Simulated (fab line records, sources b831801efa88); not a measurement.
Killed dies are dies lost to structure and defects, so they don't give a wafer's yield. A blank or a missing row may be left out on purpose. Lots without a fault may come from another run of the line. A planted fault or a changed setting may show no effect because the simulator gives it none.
Chamber matching | flow gf180mcu | GF_M5_ETCH_09 on rie_diel-02: 4 sister chambers
The step etches Si3N4 in CF4/O2, target depth 52 nm, time 11.6 s. 4 wafers are shown with their chamber, then 7 later ones without.

WAFERS WITH THEIR CHAMBER
wafer  | chamber | oes_product_au (a.u.)
L088.2 | 3       | 1.018
L088.5 | 2       | 0.996
L092.2 | 0       | 0.999
L092.4 | 1       | 0.996

WAFERS WITHOUT THEIR CHAMBER
wafer  | oes_product_au (a.u.)
L092.6 | 0.993
L094.1 | 0.993
L094.4 | 1.016
L094.5 | 0.985
L096.1 | 0.988
L096.3 | 1.022
L096.5 | 0.996

WHICH CHAMBER EACH WENT THROUGH
wafer  | from the rows above          | in truth
L092.6 | can't be placed: 1 or 2 or 0 | 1
L094.1 | can't be placed: 1 or 2 or 0 | 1
L094.4 | 3                            | 3
L094.5 | can't be placed: 1 or 2 or 0 | 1
L096.1 | can't be placed: 1 or 2 or 0 | 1
L096.3 | 3                            | 3
L096.5 | can't be placed: 1 or 2 or 0 | 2
Placed correctly: 2 of 7. Can't be placed from these rows: 5 (the true chamber is among the candidates in 5). Placed wrongly: 0.
How it was worked out, from the rows above alone: a wafer's distance from a chamber is the root of the sum, over the readings, of the square of ((its reading less the chamber's mean) divided by the reading's scatter). The wafer belongs to the nearest chamber; if the next one is less than 2 further off, it can't be placed. A chamber's mean is the mean of its shown wafers. The scatter: with one shown wafer a chamber, the root of the mean of the squares of how far each hidden wafer lies from its nearest shown one.
